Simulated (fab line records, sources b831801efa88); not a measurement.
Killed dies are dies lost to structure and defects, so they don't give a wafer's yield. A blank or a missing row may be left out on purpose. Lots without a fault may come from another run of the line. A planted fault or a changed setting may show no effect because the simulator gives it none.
Which tool did it? | flow gf180mcu | 15 lots, 45 wafers sampled, at 4 steps of a route of 602

WHAT THE GAUGES READ, wafer by wafer
GF_MVPSD_TW_MEAS_11. Usual: MVPSD_TW 554, standard deviation 3.
lot  | measured     | on            | MVPSD_TW    | flag
L112 | day 4 18:51  | film_metro-01 | 553 554 551 |
L113 | day 5 06:34  | film_metro-03 | 557 557 559 |
L114 | day 5 11:59  | film_metro-03 | 557 560 553 |
L116 | day 6 00:08  | film_metro-02 | 554 554 552 |
L118 | day 6 08:29  | film_metro-02 | 552 552 553 |
L119 | day 6 21:56  | film_metro-02 | 553 553 551 |
L121 | day 7 06:38  | film_metro-01 | 553 553 553 |
L122 | day 7 14:08  | film_metro-02 | 552 550 551 |
L124 | day 7 23:40  | film_metro-01 | 554 554 555 |
L125 | day 8 06:35  | film_metro-03 | 326 327 327 | OFF
L126 | day 8 09:47  | film_metro-01 | 322 320 322 | OFF
L127 | day 8 18:14  | film_metro-02 | 319 319 320 | OFF
L129 | day 9 03:41  | film_metro-02 | 553 553 552 |
L133 | day 10 04:08 | film_metro-01 | 556 554 554 |
L135 | day 10 18:14 | film_metro-02 | 557 554 552 |

GF_VT_IMPLANT_RS_MEAS_49: measures by four-point-probe. Usual: MVPSD_RS 1169 ohm/sq, standard deviation 3.2.
lot  | measured     | on            | MVPSD_RS (ohm/sq) | flag
L112 | day 7 07:17  | film_metro-01 | 1171 1165 1167    |
L113 | day 7 19:18  | film_metro-02 | 1169 1167 1172    |
L114 | day 8 00:25  | film_metro-02 | 1167 1166 1164    |
L116 | day 8 14:52  | film_metro-01 | 1172 1175 1173    |
L118 | day 9 00:16  | film_metro-03 | 1168 1164 1166    |
L119 | day 9 15:23  | film_metro-01 | 1172 1169 1172    |
L121 | day 10 00:02 | film_metro-01 | 1167 1167 1170    |
L122 | day 10 08:59 | film_metro-03 | 1174 1175 1176    |
L124 | day 10 20:13 | film_metro-02 | 1167 1171 1167    |
L125 | day 11 04:19 | film_metro-01 | 3948 3957 3967    | OFF
L126 | day 11 10:16 | film_metro-02 | 3969 3977 3976    | OFF
L127 | day 11 19:22 | film_metro-02 | 3960 3966 3958    | OFF
L129 | day 12 06:02 | film_metro-03 | 1169 1169 1171    |
L133 | day 13 09:23 | film_metro-02 | 1168 1166 1166    |
L135 | day 14 02:07 | film_metro-02 | 1165 1167 1170    |

WHICH TOOL RAN EACH LOT (tool, then ch and the chambers of the sampled wafers, then the start)
lot  | GF_NWELL_STRIP_10                   | GF_MVPSD_IMPLANT_08
L112 | plasma_asher-02 ch 0,1, day 3 02:27 | implanter-02 ch 0, day 4 18:29
L113 | plasma_asher-04 ch 0,1, day 3 13:01 | implanter-02 ch 0, day 5 06:12
L114 | plasma_asher-03 ch 0,1, day 3 18:52 | implanter-01 ch 0, day 5 11:37
L116 | plasma_asher-02 ch 0,1, day 4 05:28 | implanter-03 ch 0, day 5 23:44
L118 | plasma_asher-02 ch 0,1, day 4 13:59 | implanter-02 ch 0, day 6 08:05
L119 | plasma_asher-03 ch 0,1, day 4 23:50 | implanter-01 ch 0, day 6 21:32
L121 | plasma_asher-02 ch 0,1, day 5 08:02 | implanter-02 ch 0, day 7 06:14
L122 | plasma_asher-04 ch 0,1, day 5 14:35 | implanter-03 ch 0, day 7 13:44
L124 | plasma_asher-02 ch 0,1, day 6 01:14 | implanter-02 ch 0, day 7 23:16
L125 | plasma_asher-04 ch 0,1, day 6 06:37 | implanter-02, day 8 06:11
L126 | plasma_asher-02 ch 0,1, day 6 11:41 | implanter-01, day 8 09:25
L127 | plasma_asher-02 ch 0,1, day 6 18:41 | implanter-02, day 8 17:50
L129 | plasma_asher-02 ch 1, day 7 03:02   | implanter-02 ch 0, day 9 03:17
L133 | plasma_asher-04 ch 0,1, day 8 01:02 | implanter-02 ch 0, day 10 03:44
L135 | plasma_asher-02 ch 0,1, day 8 12:41 | implanter-02 ch 0, day 10 17:50
- GF_NWELL_STRIP_10: strips in O2/N2.
- GF_MVPSD_IMPLANT_08

WHAT THE TOOLS THEMSELVES READ (means of the sampled wafers that have a number; where no wafer has one, the mark that the record gives instead)
GF_NWELL_STRIP_10. Usual: drypump_motor_current_A 5.97 A, standard deviation 0.22; heater_power_w 345 W, standard deviation 25; oes_product_au 0.722 a.u., standard deviation 0.0046; strip_time_to_endpoint_s 37.00 s, standard deviation 0.093.
lot  | tool            | drypump_motor_current_A (A) | heater_power_w (W) | oes_product_au (a.u.) | strip_time_to_endpoint_s (s) | flag
L112 | plasma_asher-02 | 6.03                        | 343                | 0.725                 | 36.93                        |
L113 | plasma_asher-04 | 5.94                        | 373                | 0.725                 | 37.01                        |
L114 | plasma_asher-03 | 5.71                        | 327                | 0.720                 | 36.92                        |
L116 | plasma_asher-02 | 6.11                        | 346                | 0.716                 | 36.91                        |
L118 | plasma_asher-02 | 6.04                        | 341                | 0.720                 | 36.91                        |
L119 | plasma_asher-03 | 5.72                        | 330                | 0.725                 | 36.99                        |
L121 | plasma_asher-02 | 6.11                        | 350                | 0.723                 | 37.14                        |
L122 | plasma_asher-04 | 6.04                        | 356                | 0.723                 | 36.99                        |
L124 | plasma_asher-02 | 6.10                        | 355                | 0.723                 | 37.07                        |
L125 | plasma_asher-04 | 6.07                        | 362                | 0.721                 | 37.02                        |
L126 | plasma_asher-02 | 6.03                        | 333                | 0.719                 | 37.07                        |
L127 | plasma_asher-02 | 6.09                        | 357                | 0.721                 | 37.04                        |
L129 | plasma_asher-02 | 5.94                        | 309                | 0.723                 | 37.11                        |
L133 | plasma_asher-04 | 5.93                        | 372                | 0.721                 | 37.14                        |
L135 | plasma_asher-02 | 6.13                        | 354                | 0.723                 | 36.98                        |

GF_MVPSD_IMPLANT_08. Usual: beam_energy_keV 169.98, standard deviation 0.05; beam_on_s 10.01 s, standard deviation 0.2.
lot  | tool         | beam_energy_keV | beam_on_s (s) | flag
L112 | implanter-02 | 169.99          | 10.08         |
L113 | implanter-02 | 169.99          | 10.25         |
L114 | implanter-01 | 170.02          | 9.95          |
L116 | implanter-03 | 169.97          | 9.98          |
L118 | implanter-02 | 169.92          | 9.96          |
L119 | implanter-01 | 169.94          | 10.15         |
L121 | implanter-02 | 170.00          | 10.06         |
L122 | implanter-03 | 169.96          | 10.02         |
L124 | implanter-02 | 169.96          | 10.01         |
L125 | implanter-02 | -               | -             | OFF
L126 | implanter-01 | -               | -             | OFF
L127 | implanter-02 | -               | -             | OFF
L129 | implanter-02 | 170.01          | 10.07         |
L133 | implanter-02 | 169.95          | 10.08         |
L135 | implanter-02 | 170.01          | 10.14         |

THE ANSWER, worked out from the rows above alone
Rule: a lot is off if the mean of its wafers that have a number lies more than 3 standard deviations from the usual mean. A lot without any number at a reading at which 4 lots or more have one is off too. The other lots that the step has rows for count as sound. The gauges are gone through in route order, then the tools' own readings, and for those a lot's mean is taken as printed above. The first step at which some lot is off is used, and at that step the reading that is off furthest; a lot without a number counts as furthest.
Off: L125, L126, L127, at GF_MVPSD_TW_MEAS_11 (MVPSD_TW).
A tool fits if, at a process step before that reading, it ran every lot that is off, and no sound lot after the first of them. The gauges at GF_MVPSD_TW_MEAS_11 aren't tried: what is off there is off at GF_MVPSD_IMPLANT_08 too, on other tools, and a gauge's error can't cause that. None of those tried fits.

WHAT THE SIMULATOR HAD PUT IN
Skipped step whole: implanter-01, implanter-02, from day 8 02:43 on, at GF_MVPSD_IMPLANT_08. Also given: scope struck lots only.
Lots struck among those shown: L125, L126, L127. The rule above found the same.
